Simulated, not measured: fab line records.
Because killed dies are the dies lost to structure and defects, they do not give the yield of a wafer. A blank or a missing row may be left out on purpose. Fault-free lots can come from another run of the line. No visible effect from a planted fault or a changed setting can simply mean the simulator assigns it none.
The tool behind it: which one? ; flow gf180mcu ; 12 lots (36 wafers sampled), 1 step of a 602-step route

WHAT THE GAUGES SHOWED, per wafer
GF_CONTACT_CD_MEAS_14 targets a cd of 220 nm.
lot;measured;on;cd-nm (nm)
L076;day 16 21:31;cd-sem-01;219.8 220.0 222.4
L075;day 17 03:19;cd-sem-01;219.7 219.4 219.3
L079;day 18 00:25;cd-sem-02;219.9 219.4 219.0
L080;day 18 16:39;cd-sem-01;220.4 220.8 219.2
L083;day 19 09:52;cd-sem-02;217.8 219.5 217.7
L085;day 20 00:26;cd-sem-02;220.8 221.6 220.1
L087;day 21 04:35;cd-sem-02;218.8 219.3 219.8
L089;day 21 15:55;cd-sem-02;219.1 218.9 219.0
L091;day 22 11:13;cd-sem-01;221.3 221.1 222.9
L093;day 23 01:08;cd-sem-02;219.6 218.4 219.3
L095;day 23 12:49;cd-sem-01;219.5 219.3 220.1
L097;day 24 03:02;cd-sem-01;219.3 219.1 218.8

EACH LOT AND THE TOOL THAT RAN IT (in order: tool; ch and the chambers of the sampled wafers; start)
Record: no process step prior to these readings.

THE ANSWER, worked out from the rows above alone
Rule: the usual values come from the lots themselves. The widest of any qualifying gaps counts: lots, ordered by their means at a reading, are off when they make up no more than a third of the lots, leave a main group of 4 or more, and stand apart from it by 3 or more times the standard deviation of that group's means. If all means in a main group match to the digits the tables above print for the reading, that group is not used. A lot without any number at a reading at which 4 lots or more have one is off too. Any other lot the step has rows for is counted as sound.
No lot is off on any of the readings shown, so nothing can be concluded from this.

WHAT THE SIMULATOR HAD INSERTED
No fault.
